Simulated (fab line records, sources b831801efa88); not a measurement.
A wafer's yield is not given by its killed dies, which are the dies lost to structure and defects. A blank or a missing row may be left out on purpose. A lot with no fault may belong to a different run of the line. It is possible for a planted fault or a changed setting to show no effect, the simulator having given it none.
fab line records	flow gf180mcu
record lots=24	wafers=72	last-day=34
route steps=602 shown POLY_GATE@167 M2@364 V2@403 M3@423 M5@536
lots that met no fault: from a run of the same line without faults
start-h: hours from the record's opening day to when the first of the lot's shown wafers began	wait-h: how many hours have passed since the lot's step before this one	" as in the row above	L1.1+2: several wafers, shown together as one row	- no value, or no start given	* or withheld: withheld	< > ~ a bound
route shown NAME@n: a module of which the file shows steps, and the number in the route of the first	usual: average and standard deviation across the fault-free wafers	same: alike in all rows	chamber/n: place in a boat	sites: per-site readings	_std_site: the values' standard deviation	_edge_site: outer sites' mean less inner sites'	radius-mm: for every site, how far away it sits from the centre of the wafer	mask NAME#n: copy n	behind: tool/chamber where the wafer was last shaped	hold: the reason the lot was held/the length of the hold in hours/how it ended	device: transistor that didn't switch, given as n, p or np	end of line: the route-end tests of the same wafers	for a step that has no rows: nothing shown but its recipe	killed: at the first sort, the dies lost to defects and structure; wafer yield is something else	map: shows each die of a wafer: x if killed, . if not, _ if none is there
set.NAME: the setting that was run; set.NAME@STEP: the one run at that earlier step	model.NAME: the simulator's own value behind a step, which no gauge read
one table for each step of the route and one row for each wafer, over a sample of lots
services: the hour from which a tool's chamber was out of use, counted from the record's first day as start-h (under 0 if before that day), plus the number of hours and why
## steps
# step GF_POLY_GATE_CD_MEAS_10
# recipe target-cd-nm=280
# usual cd-nm=280.3/0.97
lot.wafer	tool	chamber	start-h	wait-h	cd-nm
L074.3	cd-sem-01	-	205.87	0.1	279.9
L074.5	"	-	"	"	279.6
L074.6	"	-	"	"	279.5
L076.1	cd-sem-01	-	214.10	0.2	278.9
L076.2	"	-	"	"	280.3
L076.4	"	-	"	"	279.0
L075.1	cd-sem-01	-	216.65	0.2	281.1
L075.2	"	-	"	"	278.7
L075.5	"	-	"	"	281.3
L077.1	cd-sem-02	-	220.18	0.1	279.6
L077.4	"	-	"	"	281.0
L077.5	"	-	"	"	280.7
L078.1	cd-sem-02	-	234.02	0.1	280.6
L078.4	"	-	"	"	279.7
L078.6	"	-	"	"	280.1
L079.1	cd-sem-01	-	235.22	0.1	278.7
L079.3	"	-	"	"	280.3
L079.6	"	-	"	"	279.3
L082.3	cd-sem-01	-	247.82	0.1	282.7
L082.5	"	-	"	"	282.3
L082.6	"	-	"	"	282.9
L081.3	cd-sem-02	-	248.01	0.1	280.5
L081.4	"	-	"	"	281.1
L081.6	"	-	"	"	280.9
L080.3	cd-sem-01	-	248.01	0.1	278.7
L080.5	"	-	"	"	278.8
L080.6	"	-	"	"	278.7
L083.3	cd-sem-02	-	260.42	0.1	280.9
L083.4	"	-	"	"	280.4
L083.5	"	-	"	"	279.6
L084.2	cd-sem-02	-	267.99	0.1	279.8
L084.4	"	-	"	"	280.2
L084.6	"	-	"	"	280.2
L085.1	cd-sem-01	-	273.27	0.1	281.8
L085.2	"	-	"	"	281.4
L085.4	"	-	"	"	280.8
L086.1	cd-sem-01	-	280.87	0.1	279.6
L086.2	"	-	"	"	279.1
L086.4	"	-	"	"	280.8
L087.2	cd-sem-01	-	289.70	0.1	279.2
L087.3	"	-	"	"	280.1
L087.6	"	-	"	"	280.9
L088.1	cd-sem-01	-	302.61	0.1	280.4
L088.2	"	-	"	"	280.0
L088.4	"	-	"	"	279.7
L089.1	cd-sem-02	-	303.33	0.1	280.7
L089.4	"	-	"	"	280.2
L089.5	"	-	"	"	281.1
L090.2	cd-sem-01	-	315.58	0.1	279.8
L090.3	"	-	"	"	279.6
L090.4	"	-	"	"	279.4
L091.3	cd-sem-02	-	322.67	0.1	281.3
L091.4	"	-	"	"	280.7
L091.5	"	-	"	"	281.2
L092.2	cd-sem-01	-	323.39	0.1	280.7
L092.5	"	-	"	"	282.1
L092.6	"	-	"	"	280.7
L093.1	cd-sem-01	-	332.71	0.1	279.0
L093.3	"	-	"	"	280.3
L093.6	"	-	"	"	279.8
L094.2	cd-sem-01	-	343.24	0.1	280.3
L094.4	"	-	"	"	280.7
L094.6	"	-	"	"	280.6
L095.1	cd-sem-02	-	343.93	0.1	282.0
L095.3	"	-	"	"	282.6
L095.6	"	-	"	"	281.4
L096.1	cd-sem-02	-	350.96	0.1	278.8
L096.2	"	-	"	"	278.9
L096.4	"	-	"	"	279.9
L097.1	cd-sem-01	-	359.26	0.1	281.3
L097.2	"	-	"	"	279.0
L097.3	"	-	"	"	280.7
# step GF_M2_SPUTTER_02
# recipe material=AlCu	target-thk-nm=450	power-w=10600	time-s=23.9	chamber-pressure-pa=0.4
# usual throttle-valve-pct=30.4/0.95
lot.wafer	tool	chamber	start-h	wait-h	throttle-valve-pct
L074.3	pvd-sputter-01	-	421.23	0.0	28.8
L074.5	"	-	"	"	30.4
L074.6	"	-	"	"	30.7
L076.1	pvd-sputter-01	-	433.35	0.0	30.7
L076.2	"	-	"	"	28.7
L076.4	"	-	"	"	31.0
L077.1	pvd-sputter-02	-	436.91	0.0	29.1
L077.4	"	-	"	"	29.6
L077.5	"	-	"	"	29.3
L075.1	pvd-sputter-01	-	439.20	0.0	30.9
L075.2	"	-	"	"	30.4
L075.5	"	-	"	"	28.9
L078.1	pvd-sputter-02	-	456.54	0.0	30.3
L078.4	"	-	"	"	29.3
L078.6	"	-	"	"	29.0
L079.1	pvd-sputter-03	-	461.21	0.0	31.5
L079.3	"	-	"	"	30.0
L079.6	"	-	"	"	30.7
L082.3	pvd-sputter-02	-	476.12	0.0	31.9
L082.5	"	-	"	"	29.9
L082.6	"	-	"	"	29.3
L080.3	pvd-sputter-01	-	478.21	0.0	30.9
L080.5	"	-	"	"	30.3
L080.6	"	-	"	"	31.1
L081.3	pvd-sputter-02	-	478.75	0.0	31.9
L081.4	"	-	"	"	29.0
L081.6	"	-	"	"	32.1
L083.3	pvd-sputter-03	-	495.16	0.0	30.1
L083.4	"	-	"	"	30.8
L083.5	"	-	"	"	30.4
L084.2	pvd-sputter-03	-	509.02	0.0	30.5
L084.4	"	-	"	"	30.8
L084.6	"	-	"	"	30.8
L085.1	pvd-sputter-03	-	510.26	0.0	30.4
L085.2	"	-	"	"	31.0
L085.4	"	-	"	"	31.8
L086.1	pvd-sputter-03	-	523.53	0.0	31.3
L086.2	"	-	"	"	30.3
L086.4	"	-	"	"	31.8
L087.2	pvd-sputter-01	-	534.66	0.0	30.8
L087.3	"	-	"	"	30.6
L087.6	"	-	"	"	30.1
L088.1	pvd-sputter-01	-	545.29	0.0	30.5
L088.2	"	-	"	"	31.3
L088.4	"	-	"	"	28.8
L089.1	pvd-sputter-02	-	545.85	0.0	30.0
L089.4	"	-	"	"	29.3
L089.5	"	-	"	"	30.1
L090.2	pvd-sputter-02	-	557.46	0.0	30.0
L090.3	"	-	"	"	29.2
L090.4	"	-	"	"	31.9
L091.3	pvd-sputter-01	-	564.44	0.0	31.3
L091.4	"	-	"	"	30.8
L091.5	"	-	"	"	28.5
L092.2	pvd-sputter-02	-	568.64	0.0	30.0
L092.5	"	-	"	"	30.0
L092.6	"	-	"	"	31.9
L093.1	pvd-sputter-02	-	578.46	0.0	29.8
L093.3	"	-	"	"	32.1
L093.6	"	-	"	"	32.1
L094.2	pvd-sputter-01	-	586.27	0.0	30.7
L094.4	"	-	"	"	28.6
L094.6	"	-	"	"	31.2
L095.1	pvd-sputter-01	-	588.96	0.0	31.3
L095.3	"	-	"	"	31.0
L095.6	"	-	"	"	30.9
L096.1	pvd-sputter-01	-	596.40	0.0	30.8
L096.2	"	-	"	"	30.5
L096.4	"	-	"	"	31.2
L097.1	pvd-sputter-02	-	601.25	0.0	29.7
L097.2	"	-	"	"	30.0
L097.3	"	-	"	"	31.8
# step GF_M2_CD_MEAS_14
# recipe target-cd-nm=280
# usual cd-nm=280.4/1.1
lot.wafer	tool	chamber	start-h	wait-h	cd-nm
L074.3	cd-sem-02	-	446.02	0.1	281.2
L074.5	"	-	"	"	282.1
L074.6	"	-	"	"	281.4
L076.1	cd-sem-01	-	458.03	0.1	280.2
L076.2	"	-	"	"	278.9
L076.4	"	-	"	"	279.7
L077.1	cd-sem-01	-	460.58	0.1	277.4
L077.4	"	-	"	"	278.9
L077.5	"	-	"	"	278.2
L075.1	cd-sem-01	-	463.36	0.1	281.1
L075.2	"	-	"	"	280.9
L075.5	"	-	"	"	281.1
L078.1	cd-sem-01	-	480.71	0.1	278.2
L078.4	"	-	"	"	280.2
L078.6	"	-	"	"	278.5
L079.1	cd-sem-02	-	485.13	0.1	280.7
L079.3	"	-	"	"	280.1
L079.6	"	-	"	"	280.2
L082.3	cd-sem-01	-	500.70	0.1	279.8
L082.5	"	-	"	"	279.0
L082.6	"	-	"	"	280.0
L080.3	cd-sem-02	-	502.62	0.1	279.8
L080.5	"	-	"	"	281.6
L080.6	"	-	"	"	280.9
L081.3	cd-sem-01	-	502.65	0.1	280.4
L081.4	"	-	"	"	280.7
L081.6	"	-	"	"	280.8
L083.3	cd-sem-01	-	518.07	0.1	279.2
L083.4	"	-	"	"	280.2
L083.5	"	-	"	"	279.8
L084.2	cd-sem-01	-	532.03	0.1	281.3
L084.4	"	-	"	"	281.3
L084.6	"	-	"	"	281.8
L085.1	cd-sem-01	-	532.81	0.1	281.1
L085.2	"	-	"	"	281.6
L085.4	"	-	"	"	281.2
L086.1	cd-sem-01	-	546.16	0.1	280.7
L086.2	"	-	"	"	281.4
L086.4	"	-	"	"	281.2
L087.2	cd-sem-01	-	556.95	0.1	280.3
L087.3	"	-	"	"	279.9
L087.6	"	-	"	"	281.0
L088.1	cd-sem-01	-	566.41	0.1	280.0
L088.2	"	-	"	"	281.1
L088.4	"	-	"	"	281.0
L089.1	cd-sem-01	-	567.26	0.1	281.3
L089.4	"	-	"	"	281.2
L089.5	"	-	"	"	280.7
L090.2	cd-sem-02	-	579.03	0.1	280.1
L090.3	"	-	"	"	279.6
L090.4	"	-	"	"	278.7
L091.3	cd-sem-01	-	586.40	0.1	279.8
L091.4	"	-	"	"	281.1
L091.5	"	-	"	"	280.1
L092.2	cd-sem-01	-	590.20	0.1	279.4
L092.5	"	-	"	"	280.4
L092.6	"	-	"	"	279.6
L093.1	cd-sem-02	-	599.08	0.1	279.9
L093.3	"	-	"	"	278.9
L093.6	"	-	"	"	278.3
L094.2	cd-sem-02	-	606.70	0.1	280.0
L094.4	"	-	"	"	280.5
L094.6	"	-	"	"	280.2
L095.1	cd-sem-01	-	609.18	0.1	280.6
L095.3	"	-	"	"	281.6
L095.6	"	-	"	"	279.9
L096.1	cd-sem-01	-	617.38	0.1	282.4
L096.2	"	-	"	"	282.6
L096.4	"	-	"	"	283.8
L097.1	cd-sem-02	-	622.23	0.1	279.0
L097.2	"	-	"	"	280.3
L097.3	"	-	"	"	279.4
# step GF_V2_SPUTTER_21
# recipe material=Ti	target-thk-nm=15	chamber-pressure-pa=5	power-w=2500	substrate-temp-c=200	time-s=80.02
# usual throttle-valve-pct=30.0/1.2
lot.wafer	tool	chamber	start-h	wait-h	throttle-valve-pct
L074.3	pvd-sputter-01	-	473.09	0.0	30.9
L074.5	"	-	"	"	30.6
L074.6	"	-	"	"	31.1
L076.1	pvd-sputter-04	-	484.52	0.0	30.8
L076.2	"	-	"	"	28.8
L076.4	"	-	"	"	27.3
L077.1	pvd-sputter-02	-	487.09	0.0	31.7
L077.4	"	-	"	"	29.7
L077.5	"	-	"	"	30.0
L075.1	pvd-sputter-01	-	490.50	0.0	30.3
L075.2	"	-	"	"	28.5
L075.5	"	-	"	"	28.8
L078.1	pvd-sputter-02	-	506.67	0.0	29.9
L078.4	"	-	"	"	30.0
L078.6	"	-	"	"	29.0
L079.1	pvd-sputter-02	-	510.11	0.0	31.8
L079.3	"	-	"	"	29.2
L079.6	"	-	"	"	29.9
L082.3	pvd-sputter-04	-	526.73	0.0	28.8
L082.5	"	-	"	"	30.9
L082.6	"	-	"	"	27.6
L081.3	pvd-sputter-02	-	528.04	0.0	29.7
L081.4	"	-	"	"	29.2
L081.6	"	-	"	"	30.1
L080.3	pvd-sputter-01	-	528.07	0.0	30.3
L080.5	"	-	"	"	28.8
L080.6	"	-	"	"	30.6
L083.3	pvd-sputter-01	-	543.44	0.0	28.9
L083.4	"	-	"	"	30.6
L083.5	"	-	"	"	30.6
L084.2	pvd-sputter-04	-	556.34	0.0	27.7
L084.4	"	-	"	"	28.8
L084.6	"	-	"	"	30.6
L085.1	pvd-sputter-01	-	557.77	0.0	30.4
L085.2	"	-	"	"	31.2
L085.4	"	-	"	"	28.7
L086.1	pvd-sputter-02	-	570.79	0.0	30.0
L086.2	"	-	"	"	29.1
L086.4	"	-	"	"	29.8
L087.2	pvd-sputter-04	-	581.43	0.0	30.0
L087.3	"	-	"	"	28.9
L087.6	"	-	"	"	27.7
L088.1	pvd-sputter-02	-	589.42	0.0	29.9
L088.2	"	-	"	"	31.6
L088.4	"	-	"	"	29.9
L089.1	pvd-sputter-04	-	589.75	0.0	30.1
L089.4	"	-	"	"	27.6
L089.5	"	-	"	"	28.5
L090.2	pvd-sputter-04	-	602.38	0.0	30.6
L090.3	"	-	"	"	29.0
L090.4	"	-	"	"	27.3
L091.3	pvd-sputter-04	-	610.00	0.0	30.8
L091.4	"	-	"	"	28.6
L091.5	"	-	"	"	30.7
L092.2	pvd-sputter-02	-	613.25	0.0	31.9
L092.5	"	-	"	"	30.2
L092.6	"	-	"	"	31.7
L093.1	pvd-sputter-04	-	621.71	0.0	30.8
L093.3	"	-	"	"	30.0
L093.6	"	-	"	"	29.9
L094.2	pvd-sputter-02	-	629.34	0.0	32.0
L094.4	"	-	"	"	30.1
L094.6	"	-	"	"	30.1
L095.1	pvd-sputter-01	-	630.92	0.0	31.4
L095.3	"	-	"	"	30.8
L095.6	"	-	"	"	30.5
L096.1	pvd-sputter-01	-	639.83	0.0	31.2
L096.2	"	-	"	"	30.5
L096.4	"	-	"	"	28.9
L097.1	pvd-sputter-01	-	644.64	0.0	30.4
L097.2	"	-	"	"	30.2
L097.3	"	-	"	"	31.2
# step GF_M3_CD_MEAS_14
# recipe target-cd-nm=280
# usual cd-nm=280.2/1.4
lot.wafer	tool	chamber	start-h	wait-h	cd-nm
L074.3	cd-sem-02	-	497.51	0.1	278.4
L074.5	"	-	"	"	277.8
L074.6	"	-	"	"	277.8
L076.1	cd-sem-02	-	508.96	0.1	279.7
L076.2	"	-	"	"	278.9
L076.4	"	-	"	"	280.8
L077.1	cd-sem-02	-	511.92	0.1	280.2
L077.4	"	-	"	"	279.8
L077.5	"	-	"	"	280.0
L075.1	cd-sem-02	-	515.11	0.1	281.5
L075.2	"	-	"	"	280.3
L075.5	"	-	"	"	281.5
L078.1	cd-sem-01	-	530.80	0.2	278.7
L078.4	"	-	"	"	280.4
L078.6	"	-	"	"	279.8
L079.1	cd-sem-01	-	534.21	0.1	279.8
L079.3	"	-	"	"	280.2
L079.6	"	-	"	"	279.6
L082.3	cd-sem-01	-	549.62	0.1	281.7
L082.5	"	-	"	"	282.9
L082.6	"	-	"	"	281.0
L081.3	cd-sem-02	-	551.16	0.1	281.2
L081.4	"	-	"	"	280.5
L081.6	"	-	"	"	279.1
L080.3	cd-sem-01	-	551.50	0.1	280.7
L080.5	"	-	"	"	280.1
L080.6	"	-	"	"	280.1
L083.3	cd-sem-02	-	566.00	0.1	282.2
L083.4	"	-	"	"	281.2
L083.5	"	-	"	"	281.0
L084.2	cd-sem-01	-	578.43	0.1	280.9
L084.4	"	-	"	"	279.6
L084.6	"	-	"	"	280.1
L085.1	cd-sem-02	-	580.96	0.1	278.5
L085.2	"	-	"	"	278.2
L085.4	"	-	"	"	278.9
L086.1	cd-sem-02	-	592.76	0.1	281.8
L086.2	"	-	"	"	282.2
L086.4	"	-	"	"	282.7
L087.2	cd-sem-02	-	603.43	0.1	280.0
L087.3	"	-	"	"	280.8
L087.6	"	-	"	"	279.4
L088.1	cd-sem-02	-	610.31	0.1	280.4
L088.2	"	-	"	"	279.4
L088.4	"	-	"	"	279.7
L089.1	cd-sem-01	-	611.26	0.1	278.7
L089.4	"	-	"	"	278.6
L089.5	"	-	"	"	278.3
L090.2	cd-sem-01	-	624.29	0.1	279.1
L090.3	"	-	"	"	280.3
L090.4	"	-	"	"	280.2
L091.3	cd-sem-01	-	631.85	0.1	279.1
L091.4	"	-	"	"	280.3
L091.5	"	-	"	"	278.6
L092.2	cd-sem-02	-	634.04	0.1	281.9
L092.5	"	-	"	"	282.6
L092.6	"	-	"	"	282.8
L093.1	cd-sem-01	-	642.70	0.2	281.4
L093.3	"	-	"	"	282.3
L093.6	"	-	"	"	282.5
L094.2	cd-sem-01	-	650.45	0.1	280.5
L094.4	"	-	"	"	282.4
L094.6	"	-	"	"	280.3
L095.1	cd-sem-02	-	651.73	0.1	278.2
L095.3	"	-	"	"	278.6
L095.6	"	-	"	"	279.3
L096.1	cd-sem-02	-	660.37	0.1	279.8
L096.2	"	-	"	"	279.4
L096.4	"	-	"	"	280.2
L097.1	cd-sem-02	-	665.02	0.1	281.4
L097.2	"	-	"	"	282.5
L097.3	"	-	"	"	280.1
# step GF_M5_METAL_ETCH_10
# recipe chemistry=Cl2/BCl3	mask-material=KrF	target-depth-nm=750.8	stop-on=SiO2	pressure-mtorr=8	icp-w=800	bias-w=140	Cl2_flow_sccm=80	bcl3-flow-sccm=40	time-s=125.1
# usual bcl3-flow-sccm=40.02/0.1	drypump-motor-current-A=5.8/0.61	oes-product-au=0.992/0.0052	throttle-valve-pct=28.228/0.0096
lot.wafer	tool	chamber	start-h	wait-h	bcl3-flow-sccm	drypump-motor-current-A	oes-product-au	rf-hours-counter-h	throttle-valve-pct
L074.3	rie-metal-02	0	614.78	0.1	40.00	6.2	1.001	-	28.243
L074.5	"	1	"	"	39.98	5.8	0.996	-	28.212
L074.6	"	0	"	"	39.98	6.2	0.996	-	28.230
L076.1	rie-metal-02	0	626.39	0.0	39.93	6.2	1.002	14	28.222
L076.2	"	1	"	"	39.97	5.8	0.992	13	28.218
L076.4	"	0	"	"	40.03	6.2	0.994	-	28.218
L077.1	rie-metal-04	1	627.34	0.0	39.93	5.4	0.999	8	28.224
L077.4	"	1	"	"	39.92	5.5	0.990	-	28.222
L077.5	"	0	"	"	39.94	6.6	0.989	-	28.232
L075.1	rie-metal-01	0	628.15	0.0	40.08	4.8	0.995	5	28.237
L075.2	"	0	"	"	40.00	4.8	0.984	-	28.238
L075.5	"	0	"	"	40.12	4.8	0.983	-	28.230
L078.1	rie-metal-02	1	642.54	0.0	40.03	5.8	0.989	14	28.228
L078.4	"	1	"	"	40.15	5.8	0.992	-	28.218
L078.6	"	1	"	"	40.05	5.8	0.989	-	28.222
L079.1	rie-metal-02	0	645.99	0.0	40.02	6.2	0.990	14	28.242
L079.3	"	0	"	"	39.86	6.2	1.002	-	28.229
L079.6	"	1	"	"	40.19	5.8	0.990	-	28.233
L082.3	rie-metal-02	1	660.48	0.1	39.99	5.8	0.995	-	28.234
L082.5	"	1	"	"	40.05	5.8	0.991	-	28.226
L082.6	"	1	"	"	39.99	5.8	0.998	-	28.224
L081.3	rie-metal-01	0	660.92	0.1	39.87	4.8	1.003	-	28.225
L081.4	"	0	"	"	39.96	4.8	0.997	-	28.239
L081.6	"	0	"	"	40.07	4.8	0.993	-	28.218
L080.3	rie-metal-02	1	661.43	0.1	40.20	5.9	0.995	-	28.234
L080.5	"	1	"	"	40.04	5.9	0.990	-	28.247
L080.6	"	1	"	"	40.24	5.9	1.001	-	28.231
L083.3	rie-metal-01	0	674.62	0.1	39.95	4.8	1.001	-	28.232
L083.4	"	0	"	"	39.97	4.8	0.990	-	28.241
L083.5	"	0	"	"	40.02	4.8	0.984	-	28.205
L084.2	rie-metal-04	1	686.19	0.1	39.86	5.5	0.995	-	28.217
L084.4	"	1	"	"	40.06	5.5	0.994	-	28.223
L084.6	"	1	"	"	40.15	5.5	0.998	-	28.208
L085.1	rie-metal-01	1	689.09	0.0	40.08	6.6	0.990	0	28.216
L085.2	"	0	"	"	39.99	4.8	0.990	8	28.226
L085.4	"	0	"	"	39.80	4.8	0.988	-	28.231
L086.1	rie-metal-01	0	699.04	0.0	40.03	4.8	0.994	9	28.246
L086.2	"	1	"	"	40.11	6.6	0.996	1	28.242
L086.4	"	1	"	"	40.00	6.6	0.985	-	28.219
L087.2	rie-metal-04	1	707.99	0.0	40.14	5.5	1.001	11	28.207
L087.3	"	0	"	"	40.12	6.6	0.989	-	28.226
L087.6	"	0	"	"	40.07	6.6	0.998	-	28.223
L088.1	rie-metal-04	0	714.24	0.0	40.09	6.6	0.986	0	28.239
L088.2	"	1	"	"	40.03	5.5	1.007	11	28.216
L088.4	"	1	"	"	40.16	5.4	0.989	-	28.235
L089.1	rie-metal-02	1	715.30	0.0	39.88	5.8	0.996	1	28.233
L089.4	"	1	"	"	40.03	5.8	0.994	-	28.243
L089.5	"	0	"	"	39.81	6.2	0.986	-	28.230
L090.2	rie-metal-01	0	726.45	0.0	40.17	4.8	0.983	10	28.219
L090.3	"	0	"	"	40.08	4.8	0.985	-	28.241
L090.4	"	1	"	"	39.98	6.6	0.986	-	28.236
L091.3	rie-metal-02	0	732.34	0.1	40.09	6.2	0.993	-	28.226
L091.4	"	1	"	"	40.30	5.8	0.993	-	28.215
L091.5	"	0	"	"	40.11	6.2	0.992	-	28.232
L092.2	rie-metal-02	1	734.95	0.0	39.96	5.9	0.998	2	28.234
L092.5	"	0	"	"	40.01	6.2	0.984	-	28.228
L092.6	"	1	"	"	40.05	5.8	0.999	-	28.220
L093.1	rie-metal-04	1	742.19	0.0	39.99	5.5	0.991	13	28.228
L093.3	"	1	"	"	39.93	5.5	0.997	-	28.228
L093.6	"	1	"	"	40.05	5.4	0.997	-	28.225
L094.2	rie-metal-04	1	747.79	0.0	39.96	5.5	0.989	13	28.231
L094.4	"	1	"	"	39.99	5.5	0.995	-	28.218
L094.6	"	1	"	"	39.93	5.5	0.997	-	28.246
L095.1	rie-metal-01	0	749.14	0.0	40.13	4.8	0.984	11	28.226
L095.3	"	0	"	"	40.13	4.8	0.992	-	28.238
L095.6	"	1	"	"	40.04	6.6	0.997	-	28.227
L096.1	rie-metal-02	0	757.64	0.0	40.13	6.2	0.981	4	28.227
L096.2	"	1	"	"	40.04	5.8	0.991	3	28.213
L096.4	"	1	"	"	40.05	5.8	1.000	-	28.227
L097.1	rie-metal-02	0	759.54	0.0	39.99	6.2	0.986	5	28.238
L097.2	"	1	"	"	40.04	5.8	0.991	3	28.225
L097.3	"	0	"	"	40.03	6.2	0.983	-	28.236
## services
tool	chamber	start-h	hours	kind
pvd-sputter-01	2	404.35	-	consumable-replace:kit
pvd-sputter-01	2	404.35	18.0	scheduled-down
pvd-sputter-01	2	404.35	18.0	vent-cycle
pvd-sputter-03	-	410.71	1.6	repair
rie-metal-01	-	412.71	0.2	repair
rie-metal-01	-	412.79	0.9	repair
pvd-sputter-03	-	427.88	2.5	repair
pvd-sputter-01	-	454.14	5.5	repair
rie-metal-02	-	456.09	1.4	pm
pvd-sputter-03	-	473.51	13.0	repair
pvd-sputter-03	-	548.89	1.6	repair
pvd-sputter-03	-	555.00	64.5	repair
pvd-sputter-01	1	564.09	-	consumable-replace:kit
pvd-sputter-01	1	564.09	18.0	scheduled-down
pvd-sputter-01	1	564.09	18.0	vent-cycle
pvd-sputter-04	-	568.34	9.5	repair
rie-metal-01	1	585.31	64.6	repair
rie-metal-01	-	586.07	0.4	repair
pvd-sputter-04	-	593.34	0.5	repair
pvd-sputter-02	-	619.77	9.3	repair
rie-metal-04	1	643.41	27.7	repair
pvd-sputter-01	0	651.47	-	consumable-replace:kit
pvd-sputter-01	0	651.47	18.0	scheduled-down
pvd-sputter-02	-	727.68	5.8	repair
## key
fault none
